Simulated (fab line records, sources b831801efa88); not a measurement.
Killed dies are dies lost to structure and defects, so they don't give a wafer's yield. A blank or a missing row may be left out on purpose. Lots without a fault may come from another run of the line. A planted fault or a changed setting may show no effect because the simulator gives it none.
Which tool did it? | flow sky130 | 13 lots, 39 wafers sampled, at 4 steps of a route of 708

WHAT THE GAUGES READ, wafer by wafer
SKY_NWELL_THK_MEAS_02. Usual: NWELL_OXIDATION_THK 9.99 nm, standard deviation 0.23.
lot  | measured    | on            | NWELL_OXIDATION_THK (nm) | flag
L252 | day 2 23:14 | film_metro-02 | 9.91 9.90 9.87           |
L253 | day 3 05:11 | film_metro-02 | 9.83 9.87 9.97           |
L256 | day 3 10:57 | film_metro-03 | 9.98 9.85 10.08          |
L259 | day 4 05:26 | film_metro-02 | 10.22 10.31 10.33        |
L260 | day 4 12:13 | film_metro-03 | 9.76 9.77 9.97           |
L263 | day 5 02:17 | film_metro-04 | 10.01 9.80 9.88          |
L265 | day 5 13:13 | film_metro-03 | 10.08 10.30 10.38        |
L266 | day 5 20:20 | film_metro-03 | 10.21 10.18 10.24        |
L268 | day 6 04:09 | film_metro-02 | 10.00 9.85 9.99          |
L269 | day 6 08:23 | film_metro-03 | 9.74 9.77 9.76           |
L272 | day 7 01:56 | film_metro-03 | 10.13 10.13 10.17        |
L273 | day 7 09:17 | film_metro-02 | 10.35 10.30 10.20        |
L274 | day 7 09:17 | film_metro-03 | 10.48 10.19 10.22        |

SKY_VT_ADJUST_LVTN_OVL_MEAS_18. Usual: VT_ADJUST_LVTN_01_OVL 0.8 nm, standard deviation 1.4.
lot  | measured     | on         | VT_ADJUST_LVTN_01_OVL (nm) | flag
L252 | day 8 04:40  | overlay-02 | 1.5 1.9 -0.5               |
L253 | day 8 14:13  | overlay-02 | 1.7 2.3 2.8                |
L256 | day 8 21:34  | overlay-01 | 0.2 0.7 3.3                |
L259 | day 9 20:26  | overlay-01 | 1.9 2.1 -0.3               |
L260 | day 10 06:24 | overlay-02 | 0.6 0.5 -0.5               |
L263 | day 11 02:59 | overlay-01 | 2.7 -0.2 -0.6              |
L265 | day 11 15:51 | overlay-02 | 2.4 1.3 2.3                |
L266 | day 12 00:52 | overlay-02 | 1.7 1.3 0.6                |
L268 | day 12 10:31 | overlay-01 | 1.8 0.7 0.7                |
L269 | day 12 16:52 | overlay-01 | 1.2 0.9 0.9                |
L272 | day 13 16:42 | overlay-02 | 2.8 4.0 1.1                |
L273 | day 14 02:20 | overlay-02 | 2.6 0.1 0.7                |
L274 | day 14 02:02 | overlay-02 | 2.0 1.3 3.4                |

SKY_VT_ADJUST_HVTR_OVL_MEAS_08. Usual: VT_ADJUST_HVTR_OVL 0.8 nm, standard deviation 1.5.
lot  | measured     | on         | VT_ADJUST_HVTR_OVL (nm) | flag
L252 | day 10 00:07 | overlay-01 | 2.5 2.7 -0.8            |
L253 | day 10 09:38 | overlay-01 | 2.0 1.1 1.3             |
L256 | day 10 18:37 | overlay-02 | 0.5 -1.1 -0.6           |
L259 | day 11 19:13 | overlay-02 | 1.3 0.9 0.6             |
L260 | day 12 04:32 | overlay-01 | -90.5 -89.5 -88.8       | OFF
L263 | day 13 02:28 | overlay-02 | -89.8 -88.9 -90.3       | OFF
L265 | day 13 16:58 | overlay-01 | -91.7 -90.1 -91.8       | OFF
L266 | day 14 03:40 | overlay-02 | -90.2 -88.3 -89.8       | OFF
L268 | day 14 13:13 | overlay-01 | 0.1 0.2 0.7             |
L269 | day 14 20:24 | overlay-02 | 0.7 1.2 0.0             |
L272 | day 15 22:52 | overlay-01 | -2.4 -2.6 -1.2          |
L273 | day 16 07:51 | overlay-01 | -3.2 0.2 -1.2           |
L274 | day 16 07:49 | overlay-02 | -0.6 -0.9 0.9           |

WHICH TOOL RAN EACH LOT (tool, then ch and the chambers of the sampled wafers, then the start)
lot  | SKY_VT_ADJUST_HVTR_EXPOSE_04
L252 | iline_stepper-02 ch 0, day 9 13:48
L253 | iline_stepper-02 ch 0, day 9 21:37
L256 | iline_stepper-01 ch 0, day 10 07:16
L259 | iline_stepper-01 ch 0, day 11 07:37
L260 | iline_stepper-02 ch 0, day 11 17:57
L263 | iline_stepper-02 ch 0, day 12 14:37
L265 | iline_stepper-02 ch 0, day 13 03:38
L266 | iline_stepper-02 ch 0, day 13 15:03
L268 | iline_stepper-01 ch 0, day 14 00:55
L269 | iline_stepper-01 ch 0, day 14 06:51
L272 | iline_stepper-01 ch 0, day 15 08:36
L273 | iline_stepper-01 ch 0, day 15 17:59
L274 | iline_stepper-01 ch 0, day 15 17:42
- SKY_VT_ADJUST_HVTR_EXPOSE_04: exposes mask HVTRM, target cd 380 nm.

WHAT THE TOOLS THEMSELVES READ (means of the sampled wafers that have a number; where no wafer has one, the mark that the record gives instead)
The record holds no such reading with a usual standard deviation.

THE ANSWER, worked out from the rows above alone
Rule: a lot is off if the mean of its wafers that have a number lies more than 3 standard deviations from the usual mean. A lot without any number at a reading at which 4 lots or more have one is off too. The other lots that the step has rows for count as sound. The gauges are gone through in route order, then the tools' own readings, and for those a lot's mean is taken as printed above. The first step at which some lot is off is used, and at that step the reading that is off furthest; a lot without a number counts as furthest.
Off: L260, L263, L265, L266, at SKY_VT_ADJUST_HVTR_OVL_MEAS_08 (VT_ADJUST_HVTR_OVL).
A tool fits if, at a process step before that reading, it ran every lot that is off, and no sound lot after the first of them. The gauges at SKY_VT_ADJUST_HVTR_OVL_MEAS_08 are tried like those tools. One fits: iline_stepper-02 at SKY_VT_ADJUST_HVTR_EXPOSE_04. Its last sound lot is L253 (day 9 21:37), its first lot that is off L260 (day 11 17:57): a fault that began between those two fits.

WHAT THE SIMULATOR HAD PUT IN
Scanner matching overlay: iline_stepper-02, from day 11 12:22 on, at SKY_VT_ADJUST_HVTR_EXPOSE_04. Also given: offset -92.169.
Lots struck among those shown: L260, L263, L265, L266. The rule above found the same.
